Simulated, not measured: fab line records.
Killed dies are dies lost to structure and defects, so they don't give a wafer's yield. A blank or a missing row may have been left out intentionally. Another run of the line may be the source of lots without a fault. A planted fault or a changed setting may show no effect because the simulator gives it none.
2 desks looking at one fault + flow sky130 + only its own numbers are on each desk; what lay behind them is given at the end

METROLOGY DESK
What the gauges read for every lot (on any tool): the sampled wafers with a number, averaged. The brackets show how far a lot's mean lies from the usual mean; more than 4 standard deviations puts the lot out of limits, marked OUT.
Columns: A = PWDE_TW at SKY_PWDE_TW_MEAS_10, usual 375; B = VT_ADJUST_HVTR_OVL at SKY_VT_ADJUST_HVTR_OVL_MEAS_08, usual 0.2 nm
| lot  | first seen here | A   | B    |
|------|-----------------|-----|------|
| L137 | day 4 01:52     | 381 | 0.2  |
| L138 | day 4 06:10     | 374 | 1.1  |
| L139 | day 4 09:15     | 373 | -0.1 |
| L140 | day 4 15:11     | 375 | 0.6  |
| L141 | day 4 20:01     | 372 | -0.0 |
| L142 | day 5 03:37     | 374 | 0.1  |
| L145 | day 5 20:45     | 381 | 0.2  |
| L149 | day 6 22:19     | 370 | -0.4 |
| L151 | day 7 08:26     | 380 | 2.0  |
| L155 | day 8 02:23     | 376 | 0.5  |
| L156 | day 8 08:43     | 370 | 0.3  |
| L157 | day 8 12:41     | 380 | -1.6 |
| L158 | day 8 18:04     | 378 | -0.4 |
| L160 | day 9 04:15     | 382 | -1.2 |
This desk's verdict: no lot among the 14 shows anything out of limits.

DESK OF THE TOOL OWNER: lithoTrack-01
Per lot that ran on this tool, the mean of the sampled wafers carrying a number, from the tool's own readings at SKY_VT_ADJUST_HVTP_SOFTBAKE_03 (time 60 s). The brackets show how far a lot's mean lies from the usual mean; more than 4 standard deviations puts the lot out of limits, marked OUT.
Columns: A = runLengthS at SKY_VT_ADJUST_HVTP_SOFTBAKE_03, usual 89.24 s
| lot  | first seen here | A               |
|------|-----------------|-----------------|
| L149 | day 9 03:57     | 93.08 (+32) OUT |
| L151 | day 9 15:01     | 93.18 (+33) OUT |
This desk's finding: out of limits on L149, L151; first on L149, day 9 03:57 (runLengthS at SKY_VT_ADJUST_HVTP_SOFTBAKE_03). In limits: none.

BROUGHT TOGETHER
An alarm could have come from the tool owner's desk at day 9 03:57, on L149, L151.
Metrology desk: nothing out of limits seen.
The metrology desk has L149, L151 on record, within its limits.
On lithoTrack-01, each named lot ran SKY_VT_ADJUST_HVTP_SOFTBAKE_03.

WHAT THE SIMULATOR PUT IN
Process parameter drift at SKY_VT_ADJUST_HVTP_SOFTBAKE_03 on lithoTrack-01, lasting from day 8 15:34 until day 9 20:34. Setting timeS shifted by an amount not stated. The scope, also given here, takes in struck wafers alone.
Shown lots that were struck: L149, L151.
Delay in hours, fault start to first out-of-limits reading, by desk: the tool owner's desk at 12.
